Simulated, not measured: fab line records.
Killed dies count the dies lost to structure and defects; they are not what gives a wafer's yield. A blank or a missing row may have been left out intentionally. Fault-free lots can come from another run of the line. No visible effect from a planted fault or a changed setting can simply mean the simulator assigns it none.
Which tool was responsible? / flow sky130 / Sampling: 7 lots, 21 wafers, 2 of 708 route steps

## WHAT EACH GAUGE READ, for each wafer
SKY_VT_ADJUST_LVTN_OVL_MEAS_07.
lot=L566; measured=day 7 18:08; on=overlay-02; VT_ADJUST_LVTN_OVL (nm)=0.8 0.6 -0.5
lot=L568; measured=day 8 06:55; on=overlay-02; VT_ADJUST_LVTN_OVL (nm)=-0.6 0.1 -0.6
lot=L573; measured=day 9 12:07; on=overlay-02; VT_ADJUST_LVTN_OVL (nm)=0.4 -1.4 0.0
lot=L575; measured=day 10 00:40; on=overlay-02; VT_ADJUST_LVTN_OVL (nm)=-0.8 -0.3 -0.6
lot=L584; measured=day 12 09:52; on=overlay-02; VT_ADJUST_LVTN_OVL (nm)=-0.1 0.3 0.3
lot=L586; measured=day 13 04:55; on=overlay-02; VT_ADJUST_LVTN_OVL (nm)=1.2 1.9 0.1
lot=L588; measured=day 13 12:31; on=overlay-02; VT_ADJUST_LVTN_OVL (nm)=-0.5 1.0 -1.0

## WHICH TOOL RAN EACH LOT (tool, then ch and the chambers of the sampled wafers, then the start)
lot=L566; SKY_NWELL_RTA_28=rtp-anneal-02 ch 0, day 6 00:33
lot=L568; SKY_NWELL_RTA_28=rtp-anneal-02 ch 0, day 6 11:34
lot=L573; SKY_NWELL_RTA_28=rtp-anneal-01 ch 0, day 7 14:31
lot=L575; SKY_NWELL_RTA_28=rtp-anneal-02 ch 0, day 8 03:13
lot=L584; SKY_NWELL_RTA_28=rtp-anneal-02 ch 0, day 10 09:25
lot=L586; SKY_NWELL_RTA_28=rtp-anneal-02 ch 0, day 11 03:22
lot=L588; SKY_NWELL_RTA_28=rtp-anneal-01 ch 0, day 11 10:28
- SKY_NWELL_RTA_28: time 30 s.

## THE ANSWER, worked out from the rows above alone
Rule: usual is defined by the lots themselves. The widest of any qualifying gaps counts: lots, ordered by their means at a reading, are off when they make up no more than a third of the lots, leave a main group of 4 or more, and stand apart from it by 3 or more times the standard deviation of that group's means. Not used: any main group whose means are identical at the precision the tables above print for the reading. Also off: a lot with no number at a reading for which 4 or more lots have one. Any other lot the step has rows for is counted as sound.
Across all readings shown, no lot is off: no conclusion can be drawn from this.

## WHAT THE SIMULATOR HAD INSERTED
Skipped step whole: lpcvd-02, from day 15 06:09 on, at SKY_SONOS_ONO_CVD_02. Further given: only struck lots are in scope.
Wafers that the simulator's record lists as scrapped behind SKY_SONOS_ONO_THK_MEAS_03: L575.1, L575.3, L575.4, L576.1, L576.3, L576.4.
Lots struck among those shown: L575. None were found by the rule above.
